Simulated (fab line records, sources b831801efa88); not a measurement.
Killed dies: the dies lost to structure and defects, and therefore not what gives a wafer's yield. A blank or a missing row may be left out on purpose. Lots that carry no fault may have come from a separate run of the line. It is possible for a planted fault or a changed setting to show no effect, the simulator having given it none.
A lot that was struck, set against a sound lot | flow sky130 | 15 out of 708 route steps
Sound: these wafers, L333.1, L333.3, L333.5. The struck wafers were L336.2, L336.3, L336.6. The cause comes at the end.
Order at every step that has rows: each side's tool, ch and its chambers, its first start. Under that, the readings that differ: sound wafers | struck wafers | difference of the means | sigmas: that difference in standard deviations of wafers without a fault.
alike: readings whose means differ by less than 2 such deviations, and words and numbers that are the same on both sides. not compared: withheld readings, readings that some wafer has no value for, bounds like >300 that may hide the same value, and numbers for which the record gives no deviation and whose values overlap.
The two part at a step that has a row with sigmas, a row that says differs or no value, or rows on one side only. Numbers that don't overlap but have no deviation are shown without sigmas and don't part them. A reading that every wafer of one side lacks parts them only if that side has two wafers or more.

first, 6 steps without rows for these wafers: SKY_LDD_N_HMDS_01 (prime time 60 s); SKY_LDD_N_COAT_02 (resist thk 300 nm); SKY_LDD_N_SOFTBAKE_03 (time 60 s); SKY_LDD_N_EXPOSE_04 (exposes mask NTM, target cd 840 nm); SKY_LDD_N_PEB_05; SKY_LDD_N_DEVELOP_06 (develop time 60 s).
SKY_LDD_N_OVL_MEAS_07:
  sound: overlay-02 at day 20 01:28; struck: overlay-02 at day 21 03:45
  alike: LDD_N_OVL
then, 5 steps without rows for these wafers: SKY_LDD_N_IMPLANT_08; SKY_LDD_N_IMPLANT_09; SKY_LDD_N_IMPLANT_10; SKY_LDD_N_IMPLANT_11; SKY_LDD_N_IMPLANT_12.
SKY_LDD_N_IMPLANT_13:
  sound on implanter-03 ch 0, day 20 02:16; struck on implanter-03 ch 0, day 21 04:33
reading           | sound                | struck              | difference | sigmas
tiltDeg (degrees) | 29.985 29.997 29.990 | -0.004 -0.021 0.006 | -29.997    | -99 or more
following that, these wafers have no rows for 1 step: SKY_LDD_N_IMPLANT_14.
-- here the record skips 27 days between the struck wafers' starts before and after, leaving off in module LDD_N and picking up in module PAD_OPEN (first step shown: number 708 of the route) --
SKY_PAD_OPEN_PROBE_99:
  sound: prober-02 at day 47 10:26; struck: prober-01 at day 48 06:15
reading                                 | sound                | struck               | difference | sigmas
killed_at_M4_up                         | 6 4 8                | 3 1 2                | -4         | -2
model.etest.nfet_01v8_turned.vtSatV (V) | 0.6337 0.6424 0.6447 | 0.6671 0.6706 0.6644 | +0.0271    | 
  alike: killed_at_M0_to_M3, killedAtContacts, killedAtFrontEnd, killedAtOther, killedDies, killedOpen, killedShort

== WHERE THEY PART ==
Earliest at SKY_LDD_N_IMPLANT_13; latest, in this record, at SKY_PAD_OPEN_PROBE_99.

WHY: what the simulator had put in
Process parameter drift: implanter-03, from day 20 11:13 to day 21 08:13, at SKY_LDD_N_IMPLANT_13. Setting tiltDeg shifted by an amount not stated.
